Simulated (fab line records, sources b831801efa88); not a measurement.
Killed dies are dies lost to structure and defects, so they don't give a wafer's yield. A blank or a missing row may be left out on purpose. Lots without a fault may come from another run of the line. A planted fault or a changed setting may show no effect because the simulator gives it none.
fab line records | flow sky130
record lots=6 wafers=18 last_day=50
route steps=708 shown VT_ADJUST_LVTN@109 VT_ADJUST_NCORE@119 PAD_OPEN@708
lots that met no fault: from a run of the same line without faults
start_h: hours from the record's first day to the start of the lot's first wafer shown | wait_h: hours since the lot's step before | " the same as in the row above | L1.1+2: a row that stands for several wafers | - no value, or no start given | * or withheld: withheld | < > ~ a bound
route shown NAME@n: a module of which the file shows steps, and the number in the route of the first | usual: mean/standard deviation of fault-free wafers | same: alike in all rows | chamber/n: place in a boat | sites: the reading at each site | _std_site: their standard deviation | _edge_site: outer sites' mean less inner sites' | radius_mm: how far each site lies from the wafer's centre | mask NAME#n: copy n | behind: the tool/chamber that last shaped the wafer | hold: why the lot was held/for how many hours/how that ended | device: the transistor (n, p or np) that didn't switch | end of line: the same wafers' tests at the end of the route | a step without rows: its recipe alone | killed: dies lost to structure and defects at the first sort, not the wafer's yield | map: a wafer's dies, x killed, . not, _ none there
set.NAME: the setting as run; set.NAME@STEP: as run at that earlier step | model.NAME: the simulator's own value behind a step, which no gauge read
lots at some steps of the route; a table a step, a row a wafer
services: from which hour (start_h, from the record's first day; less than 0 if before it) a tool's chamber was out of use, for how many hours, and why
## steps
# step SKY_VT_ADJUST_LVTN_HMDS_12
# recipe prime_time_s=60 prime_temp_c=120
# step SKY_VT_ADJUST_LVTN_COAT_13
# recipe resist=NOVOLAK spin_rpm=3000 resist_thk_nm=1140
# step SKY_VT_ADJUST_LVTN_SOFTBAKE_14
# recipe temp_c=90 time_s=60 resist=NOVOLAK
# step SKY_VT_ADJUST_LVTN_EXPOSE_15
# recipe mask_id=HVN_STD_DERIVED na=0.6 source_shape=conventional sigma_outer=0.6 polarization=unpolarized target_cd_nm=600 dose_mj=163
# step SKY_VT_ADJUST_LVTN_PEB_16
# recipe temp_c=withheld time_s=* resist=NOVOLAK
# step SKY_VT_ADJUST_LVTN_DEVELOP_17
# recipe resist=NOVOLAK developer=TMAH develop_time_s=60 dev_temp_c=23
# step SKY_VT_ADJUST_LVTN_OVL_MEAS_18
# usual VT_ADJUST_LVTN_01_OVL=0.0/1.4
# columns lot.wafer tool chamber start_h wait_h VT_ADJUST_LVTN_01_OVL[nm]
L933.1 overlay-01 - 169.25 0.1 0.1
L933.3 " - " " -0.9
L933.6 " - " " 1.0
L936.4 overlay-01 - 191.96 0.1 2.9
L936.5 " - " " 1.0
L936.6 " - " " 3.3
L947.2 overlay-01 - 273.66 0.1 1.9
L947.4 " - " " 0.7
L947.5 " - " " 0.2
L948.1 overlay-02 - 277.39 0.1 -2.0
L948.5 " - " " 0.5
L948.6 " - " " 0.4
L949.2 overlay-01 - 284.29 0.1 -2.4
L949.3 " - " " -2.0
L949.4 " - " " -0.5
L954.1 overlay-01 - 313.19 0.1 1.7
L954.2 " - " " -1.5
L954.3 " - " " -1.3
# step SKY_VT_ADJUST_LVTN_IMPLANT_19
# recipe species=B energy_kev=30 dose_cm2=6.5e+11 tilt_deg=withheld
# step SKY_VT_ADJUST_LVTN_STRIP_20
# recipe chemistry=O2/N2 power_w=1400 pressure_mtorr=1500 platen_temp_c=withheld o2_flow_sccm=3000 n2_flow_sccm=300 overash_fraction=0.5
# usual drypump_motor_current_A=5.7/0.45 oes_product_au=0.716/0.0045 strip_time_to_endpoint_s=14.19/0.046
# columns lot.wafer tool chamber start_h wait_h drypump_motor_current_A oes_product_au rf_hours_counter_h strip_time_to_endpoint_s
L933.1 plasma_asher-03 0 169.44 0.1 5.7 0.714 47 14.16
L933.3 " 0 " " 5.7 0.718 - 14.13
L933.6 " 1 " " 6.7 0.722 - 14.12
L936.4 plasma_asher-01 1 192.16 0.1 5.5 0.722 - 14.12
L936.5 " 0 " " 5.2 0.719 - 14.13
L936.6 " 1 " " 5.5 0.720 - 14.13
L947.2 plasma_asher-03 1 273.84 0.1 6.7 0.721 58 14.16
L947.4 " 0 " " 5.7 0.725 - 14.18
L947.5 " 1 " " 6.7 0.715 - 14.19
L948.1 plasma_asher-02 0 277.57 0.1 5.6 0.711 16 14.13
L948.5 " 0 " " 5.6 0.714 - 14.14
L948.6 " 1 " " 5.7 0.721 - 14.13
L949.2 plasma_asher-01 0 284.47 0.1 5.2 0.710 48 14.22
L949.3 " 0 " " 5.2 0.717 - 14.18
L949.4 " 1 " " 5.4 0.718 - 14.20
L954.1 plasma_asher-03 0 313.37 0.1 5.7 0.717 61 14.26
L954.2 " 1 " " 6.7 0.714 61 14.21
L954.3 " 0 " " 5.7 0.708 - 14.21
# step SKY_VT_ADJUST_LVTN_TW_MEAS_21
# usual VT_ADJUST_LVTN_2_TW=188.3/3
# columns lot.wafer tool chamber start_h wait_h VT_ADJUST_LVTN_2_TW
L933.1 film_metro-01 - 169.54 0.1 188.9
L933.3 " - " " 187.2
L933.6 " - " " 187.8
L936.4 film_metro-03 - 192.25 0.1 185.5
L936.5 " - " " 184.7
L936.6 " - " " 184.9
L947.2 film_metro-01 - 273.95 0.1 188.5
L947.4 " - " " 187.5
L947.5 " - " " 187.5
L948.1 film_metro-01 - 277.67 0.1 187.5
L948.5 " - " " 187.3
L948.6 " - " " 187.3
L949.2 film_metro-03 - 284.58 0.1 184.9
L949.3 " - " " 184.4
L949.4 " - " " 184.3
L954.1 film_metro-03 - 313.47 0.1 184.5
L954.2 " - " " 183.4
L954.3 " - " " 183.6
# step SKY_VT_ADJUST_NCORE_DEHYDRATE_00
# recipe temp_c=200 time_s=60
# step SKY_VT_ADJUST_NCORE_HMDS_01
# recipe prime_time_s=60 prime_temp_c=120
# step SKY_VT_ADJUST_NCORE_COAT_02
# recipe resist=NOVOLAK spin_rpm=3000 resist_thk_nm=1140
# usual chill_plate_temp_C=22.98/0.088
# columns lot.wafer tool chamber start_h wait_h chill_plate_temp_C model.NOVOLAK_of_VT_ADJUST_NCORE_COAT_02.thk_nm
L933.1 litho_track-03 0 180.05 0.1 23.04 1137
L933.3 " 0 " " 23.13 1136
L933.6 " 0 " " 23.11 1138
L936.4 litho_track-03 0 202.78 0.1 22.99 1139
L936.5 " 0 " " 23.07 1139
L936.6 " 0 " " 22.91 1141
L947.2 litho_track-03 0 285.48 0.1 23.07 1117
L947.4 " 0 " " 22.95 1118
L947.5 " 0 " " 23.14 1116
L948.1 litho_track-03 0 289.90 0.1 23.05 1112
L948.5 " 0 " " 22.85 1110
L948.6 " 0 " " 22.96 1110
L949.2 litho_track-01 0 296.71 0.1 22.94 1138
L949.3 " 0 " " 23.01 1139
L949.4 " 0 " " 22.89 1137
L954.1 litho_track-02 0 326.89 0.1 22.98 1144
L954.2 " 0 " " 23.00 1142
L954.3 " 0 " " 23.04 1139
# step SKY_VT_ADJUST_NCORE_SOFTBAKE_03
# recipe temp_c=90 time_s=60 resist=NOVOLAK
# step SKY_VT_ADJUST_NCORE_EXPOSE_04
# recipe mask_id=LVTN_COMPLEMENT_THIN na=0.6 source_shape=conventional sigma_outer=0.6 polarization=unpolarized target_cd_nm=380 dose_mj=139
# step SKY_VT_ADJUST_NCORE_PEB_05
# recipe temp_c=withheld time_s=* resist=NOVOLAK
# step SKY_VT_ADJUST_NCORE_DEVELOP_06
# recipe resist=NOVOLAK developer=TMAH develop_time_s=60 dev_temp_c=23
# usual chill_plate_temp_C=23.00/0.1
# columns lot.wafer tool chamber start_h wait_h chill_plate_temp_C model.NOVOLAK_of_VT_ADJUST_NCORE_COAT_02.thk_nm
L933.1 litho_track-03 0 189.95 0.1 22.94 1137
L933.3 " 0 " " 23.01 1135
L933.6 " 0 " " 22.82 1137
L936.4 litho_track-03 0 213.63 0.1 23.19 1139
L936.5 " 0 " " 22.97 1138
L936.6 " 0 " " 22.99 1140
L947.2 litho_track-01 0 297.81 0.1 22.96 1116
L947.4 " 0 " " 22.97 1117
L947.5 " 0 " " 23.07 1116
L948.1 litho_track-03 0 302.75 0.1 22.94 1112
L948.5 " 0 " " 22.80 1109
L948.6 " 0 " " 22.83 1110
L949.2 litho_track-03 0 308.98 0.1 23.11 1137
L949.3 " 0 " " 22.92 1138
L949.4 " 0 " " 22.93 1137
L954.1 litho_track-03 0 339.05 0.1 23.20 1143
L954.2 " 0 " " 23.20 1141
L954.3 " 0 " " 23.11 1139
# step SKY_VT_ADJUST_NCORE_CD_MEAS_07
# recipe target_cd_nm=380
# usual cd_nm=379.3/2.9
# columns lot.wafer tool chamber start_h wait_h cd_nm
L933.1 cd_sem-02 - 190.10 0.1 379.3
L933.3 " - " " 382.6
L933.6 " - " " 378.9
L936.4 cd_sem-01 - 213.76 0.1 384.3
L936.5 " - " " 381.2
L936.6 " - " " 383.2
L947.2 cd_sem-02 - 297.96 0.1 381.8
L947.4 " - " " 382.2
L947.5 " - " " 383.7
L948.1 cd_sem-01 - 302.90 0.1 381.7
L948.5 " - " " 383.0
L948.6 " - " " 382.6
L949.2 cd_sem-02 - 309.12 0.1 376.8
L949.3 " - " " 379.9
L949.4 " - " " 378.1
L954.1 cd_sem-01 - 339.20 0.1 377.0
L954.2 " - " " 375.8
L954.3 " - " " 376.7
# step SKY_VT_ADJUST_NCORE_OVL_MEAS_08
# usual VT_ADJUST_NCORE_OVL=0.4/1.2
# columns lot.wafer tool chamber start_h wait_h VT_ADJUST_NCORE_OVL[nm]
L933.1 overlay-01 - 190.22 0.1 -0.9
L933.3 " - " " -0.3
L933.6 " - " " -1.0
L936.4 overlay-02 - 213.84 0.1 1.1
L936.5 " - " " 2.4
L936.6 " - " " 1.5
L947.2 overlay-01 - 298.06 0.1 3.0
L947.4 " - " " 1.4
L947.5 " - " " 1.1
L948.1 overlay-02 - 303.02 0.1 -1.2
L948.5 " - " " 0.2
L948.6 " - " " -1.5
L949.2 overlay-02 - 309.23 0.1 -0.4
L949.3 " - " " -0.9
L949.4 " - " " -1.6
L954.1 overlay-01 - 339.32 0.1 0.2
L954.2 " - " " 2.9
L954.3 " - " " 0.5
# step SKY_VT_ADJUST_NCORE_IMPLANT_09
# recipe species=B energy_kev=10 dose_cm2=2.4e+12 tilt_deg=withheld
# step SKY_VT_ADJUST_NCORE_STRIP_10
# recipe chemistry=O2/N2 power_w=1400 pressure_mtorr=1500 platen_temp_c=withheld o2_flow_sccm=3000 n2_flow_sccm=300 overash_fraction=0.5
# usual drypump_motor_current_A=6.1/0.47 oes_product_au=0.716/0.0047 strip_time_to_endpoint_s=14.18/0.042
# columns lot.wafer tool chamber start_h wait_h drypump_motor_current_A oes_product_au rf_hours_counter_h strip_time_to_endpoint_s
L933.1 plasma_asher-03 0 190.41 0.1 5.7 0.714 49 14.15
L933.3 " 0 " " 5.7 0.721 - 14.10
L933.6 " 1 " " 6.7 0.706 - 14.16
L936.4 plasma_asher-01 1 214.04 0.1 5.4 0.718 - 14.17
L936.5 " 0 " " 5.3 0.718 - 14.17
L936.6 " 1 " " 5.4 0.723 - 14.18
L947.2 plasma_asher-03 1 298.24 0.1 6.7 0.710 60 13.89
L947.4 " 1 " " 6.7 0.715 - 13.91
L947.5 " 1 " " 6.7 0.706 - 13.90
L948.1 plasma_asher-03 1 303.21 0.1 6.7 0.722 60 13.84
L948.5 " 0 " " 5.7 0.714 - 13.82
L948.6 " 1 " " 6.7 0.720 - 13.82
L949.2 plasma_asher-04 1 309.41 0.1 6.3 0.725 60 14.15
L949.3 " 0 " " 6.3 0.718 - 14.16
L949.4 " 1 " " 6.3 0.713 - 14.13
L954.1 plasma_asher-04 0 339.51 0.1 6.2 0.723 64 14.21
L954.2 " 1 " " 6.3 0.725 64 14.20
L954.3 " 0 " " 6.2 0.714 - 14.17
# step SKY_VT_ADJUST_NCORE_TW_MEAS_11
# usual VT_ADJUST_NCORE_TW=220.2/2.5
# columns lot.wafer tool chamber start_h wait_h VT_ADJUST_NCORE_TW
L933.1 film_metro-04 - 190.51 0.1 224.6
L933.3 " - " " 225.3
L933.6 " - " " 224.8
L936.4 film_metro-04 - 214.14 0.1 224.2
L936.5 " - " " 224.1
L936.6 " - " " 224.1
L947.2 film_metro-02 - 298.35 0.1 218.0
L947.4 " - " " 218.3
L947.5 " - " " 218.5
L948.1 film_metro-02 - 303.31 0.1 219.1
L948.5 " - " " 218.9
L948.6 " - " " 217.7
L949.2 film_metro-01 - 309.52 0.1 220.4
L949.3 " - " " 218.7
L949.4 " - " " 220.0
L954.1 film_metro-01 - 339.61 0.1 219.0
L954.2 " - " " 218.3
L954.3 " - " " 218.0
# step SKY_PAD_OPEN_PROBE_99
# usual killed_at_M0_to_M3=42/7 killed_at_M4_up=3.2/1.6 killed_at_contacts=24/5.8 killed_at_front_end=16/4.3 killed_at_other=0.3/0.62 killed_dies=86/9.5 killed_open=46/6.4 killed_short=39/6.3
# same gross_dies=492 killed_at_back_side=0
# columns lot.wafer tool chamber start_h wait_h killed_at_M0_to_M3 killed_at_M4_up killed_at_contacts killed_at_front_end killed_at_other killed_dies killed_open killed_short
L947.2 prober-01 - 1171.91 0.1 41 4 31 17 0 93 57 36
L947.4 prober-01 - 1172.01 0.2 56 2 23 18 0 99 48 51
L947.5 prober-01 - 1172.06 0.2 32 4 35 17 1 89 49 40
L948.1 prober-02 - 1173.56 0.1 45 5 28 7 0 85 49 36
L948.5 prober-02 - 1173.76 0.2 39 3 20 17 0 79 45 34
L948.6 prober-02 - 1173.81 0.2 28 2 31 16 0 77 35 42
L954.1 prober-02 - 1195.82 0.1 31 5 35 15 2 88 45 42
L954.2 prober-02 - 1195.87 0.1 39 4 10 14 0 67 37 29
L954.3 prober-02 - 1195.92 0.2 30 3 26 19 0 78 47 30
# killed by level:class
L947.2 CONTACT:geometric_particle:open=14 VIA1:geometric_particle:open=13 FIELD_ISO:geometric_particle:open=6 VIA3:geometric_particle:open=6 LI_CONTACT:geometric_particle:open=5 LOCAL_INTERCONNECT:geometric_particle:short=5 LI_CONTACT:geometric_particle:short=4 METAL2:geometric_particle:short=4
L947.4 VIA1:geometric_particle:open=11 METAL1:geometric_particle:short=10 METAL2:geometric_particle:short=10 CONTACT:geometric_particle:open=8 VIA3:geometric_particle:open=7 CONTACT:geometric_particle:short=6 LI_CONTACT:geometric_particle:open=6 FIELD_ISO:geometric_particle:short=5
L947.5 CONTACT:geometric_particle:open=17 VIA1:geometric_particle:open=8 FIELD_ISO:geometric_particle:open=6 FIELD_ISO:geometric_particle:short=6 LOCAL_INTERCONNECT:geometric_particle:short=6 LI_CONTACT:geometric_particle:open=6 METAL2:geometric_particle:short=6 VIA3:geometric_particle:open=5
L948.1 VIA1:geometric_particle:open=14 LI_CONTACT:geometric_particle:open=8 CONTACT:geometric_particle:open=8 LOCAL_INTERCONNECT:geometric_particle:short=6 VIA3:geometric_particle:open=6 VIA2:geometric_particle:open=5 METAL1:geometric_particle:short=4 CONTACT:geometric_particle:short=3
L948.5 VIA1:geometric_particle:open=10 LI_CONTACT:geometric_particle:open=8 VIA3:geometric_particle:open=7 POLY_GATE:geometric_particle:open=5 FIELD_ISO:geometric_particle:short=4 POLY_GATE:geometric_particle:short=4 CONTACT:geometric_particle:short=4 METAL3:geometric_particle:short=4
L948.6 CONTACT:geometric_particle:open=11 CONTACT:geometric_particle:short=10 FIELD_ISO:geometric_particle:short=6 FIELD_ISO:geometric_particle:open=6 METAL1:geometric_particle:short=6 LI_CONTACT:geometric_particle:short=5 VIA1:geometric_particle:open=4 METAL2:geometric_particle:short=4
L954.1 CONTACT:geometric_particle:open=11 LI_CONTACT:geometric_particle:open=9 LOCAL_INTERCONNECT:geometric_particle:short=8 VIA2:geometric_particle:open=7 METAL1:geometric_particle:short=5 VIA3:geometric_particle:open=5 LI_CONTACT:geometric_particle:short=4 METAL2:geometric_particle:short=4
L954.2 VIA2:geometric_particle:open=9 POLY_GATE:geometric_particle:open=7 METAL1:geometric_particle:short=7 VIA1:geometric_particle:open=6 CONTACT:geometric_particle:open=5 VIA3:geometric_particle:open=5 METAL4:geometric_particle:short=4 FIELD_ISO:geometric_particle:short=3
L954.3 VIA2:geometric_particle:open=10 LI_CONTACT:geometric_particle:open=8 FIELD_ISO:geometric_particle:open=6 CONTACT:geometric_particle:short=6 LOCAL_INTERCONNECT:geometric_particle:short=5 CONTACT:geometric_particle:open=5 VIA1:geometric_particle:open=5 VIA3:geometric_particle:open=5
## services
# columns tool chamber start_h hours kind
plasma_asher-01 - 197.43 0.6 repair
plasma_asher-04 - 221.81 3.4 repair
plasma_asher-04 - 254.66 2.0 repair
plasma_asher-01 - 311.64 1.0 repair
plasma_asher-02 - 317.39 109.0 repair
## key
first_sign step=SKY_VT_ADJUST_NCORE_STRIP_10 reading=strip_time_to_endpoint_s direction=down sigmas=7.5 usual=* struck=*
effect none on later readings
model_effect step=SKY_VT_ADJUST_NCORE_COAT_02 value=NOVOLAK_of_VT_ADJUST_NCORE_COAT_02.thk_nm without=1144 struck=1114
model_effect step=SKY_VT_ADJUST_NCORE_DEVELOP_06 value=NOVOLAK_of_VT_ADJUST_NCORE_COAT_02.thk_nm without=1144 struck=1113
met_at SKY_VT_ADJUST_NCORE_COAT_02
struck_wafers L947.2,L947.4,L947.5,L948.1,L948.5,L948.6
tester_left_out L947,L948
onset_between 202.78 285.48
also_fits SKY_VT_ADJUST_NCORE_STRIP_10:plasma_asher-03
fault kind=process_parameter_drift tool=litho_track-03 chamber=- onset_h=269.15 steps=SKY_VT_ADJUST_NCORE_COAT_02 channel=resist_thk_nm offset=-30.13 shape=step end_h=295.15 acts_in=these_recipes_only stated=1140
# tester_left_out: of these lots the tester's yield and bins aren't shown, on N5 and GAA mostly nor the transistor test; their killed dies are dies lost to structure and defects alone, not to doping, threshold or leakage, so they don't give the yield
